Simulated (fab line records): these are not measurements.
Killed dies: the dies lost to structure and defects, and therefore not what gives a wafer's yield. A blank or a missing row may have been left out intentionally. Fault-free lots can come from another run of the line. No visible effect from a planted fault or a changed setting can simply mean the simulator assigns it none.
Which tool did it? / flow sfq line / 6 lots (16 wafers sampled), 1 step of a 325-step route

== WHAT THE GAUGES READ, wafer by wafer ==
SFQ_INCOMING_BOW_MEAS_900.
lot=L123; measured=day 1 15:00; on=film metro-01; INCOMING_BOW (um)=-2 -5 -9
lot=L125; measured=day 2 01:00; on=film metro-04; INCOMING_BOW (um)=-3 4 -1
lot=L127; measured=day 2 11:00; on=film metro-02; INCOMING_BOW (um)=-4 10 9
lot=L135; measured=day 4 03:01; on=film metro-04; INCOMING_BOW (um)=-6 -6
lot=L138; measured=day 4 18:01; on=film metro-02; INCOMING_BOW (um)=-3 17
lot=L144; measured=day 6 00:00; on=film metro-02; INCOMING_BOW (um)=-1 -11 -4

== WHICH TOOL RAN EACH LOT (tool, then ch and the chambers of the sampled wafers, then the start) ==
There is no process step in the record ahead of these readings.

== THE ANSWER, worked out from the rows above alone ==
Rule: the lots themselves supply what counts as usual. Put in order of their means at a reading, lots are off if they are a third of the lots or fewer, leave a main group of 4 or more, and stand apart from it by a gap of 3 or more times the standard deviation of the main group's means; of several such gaps the widest counts. A main group is skipped when, at the precision printed for the reading in the tables above, its means are all equal. Also off: a lot with no number at a reading for which 4 or more lots have one. The other lots that the step has rows for count as sound.
Across all readings shown, no lot is off: no conclusion can be drawn from this.

== WHAT THE SIMULATOR PUT IN ==
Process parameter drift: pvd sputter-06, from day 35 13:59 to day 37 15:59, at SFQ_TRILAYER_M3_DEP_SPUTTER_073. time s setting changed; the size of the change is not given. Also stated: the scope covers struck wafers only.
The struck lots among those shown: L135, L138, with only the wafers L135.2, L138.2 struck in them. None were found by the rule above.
